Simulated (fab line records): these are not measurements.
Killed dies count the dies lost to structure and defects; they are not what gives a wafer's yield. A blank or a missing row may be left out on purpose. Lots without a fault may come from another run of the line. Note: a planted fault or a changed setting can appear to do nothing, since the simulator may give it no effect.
A single fault, viewed from 2 desks | flow gf180mcu | what lay behind the numbers comes last; until then each desk has only its own

FROM THE METROLOGY DESK
What the gauges read, lot by lot, whatever tool the lot ran on: means of the sampled wafers that have a number. Any lot whose mean is over 4 standard deviations away from the usual mean is out of limits and marked OUT; that distance is given in the brackets.
Columns: A = CONTACT_W_RS at GF_CONTACT_RS_MEAS_25, usual 0.385 ohm/sq; B = CONTACT_W_THK at GF_CONTACT_THK_MEAS_26, usual 301 nm; C = M1_ALCU_RS at GF_M1_RS_MEAS_05, usual 0.0696 ohm/sq; D = M1_ALCU_THK at GF_M1_THK_MEAS_06, usual 448 nm; E = cd nm at GF_M1_CD_MEAS_14, usual 229.5 nm; F = M1_OVL at GF_M1_OVL_MEAS_15, usual 3 nm
lot  | first seen here | A     | B   | C                | D             | E     | F
L374 | day 17 13:40    | 0.384 | 300 | 0.0488 (-31) OUT | 693 (+58) OUT | 228.8 | 9
L376 | day 18 07:44    | 0.390 | 299 | 0.0595 (-15) OUT | 566 (+28) OUT | 229.8 | 1
L384 | day 21 12:52    | 0.389 | 298 | 0.0700           | 446           | 230.4 | 6
L390 | day 23 09:40    | 0.383 | 306 | 0.0694           | 447           | 229.8 | -3
L392 | day 24 00:14    | 0.385 | 299 | 0.0685           | 452           | 228.5 | 1
L393 | day 24 05:46    | 0.381 | 304 | 0.0692           | 451           | 230.5 | -1
This desk finds L374, L376 out of limits, with the earliest case on L374 at day 17 14:22 (M1_ALCU_RS at GF_M1_RS_MEAS_05). L384, L390, L392, L393: within limits.

FOR THE TOOL OWNER'S DESK: pvd sputter-01
The tool's own readings at GF_M1_SPUTTER_02 (material AlCu, target thk 450 nm, time 23.9 s): means of the sampled wafers that have a number, for each lot that ran on this tool. Any lot whose mean is over 4 standard deviations away from the usual mean is out of limits and marked OUT; that distance is given in the brackets.
Columns: A = throttle valve pct at GF_M1_SPUTTER_02, usual 30.3 %
lot  | first seen here | A
L374 | day 17 14:17    | 30.5
L376 | day 18 08:20    | 30.5
L384 | day 21 13:29    | 31.0
L390 | day 23 10:16    | 31.4
L392 | day 24 00:50    | 30.6
L393 | day 24 06:19    | 30.7
This desk's verdict: no lot among the 6 shows anything out of limits.

BROUGHT TOGETHER
An alarm was possible from the metrology desk at day 17 14:22, on L374, L376.
The tool owner's desk saw nothing out of limits.
On record at the tool owner's desk: L374, L376, within its limits.
GF_M1_SPUTTER_02 was run on pvd sputter-01 by each of the lots named.

WHAT WAS PUT IN BY THE SIMULATOR
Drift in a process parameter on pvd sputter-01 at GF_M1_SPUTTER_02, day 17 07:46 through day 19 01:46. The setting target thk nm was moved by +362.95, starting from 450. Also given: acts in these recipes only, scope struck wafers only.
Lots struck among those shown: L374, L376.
Time in hours between the start of the fault and the first out-of-limits reading at each desk: metrology desk, 7.
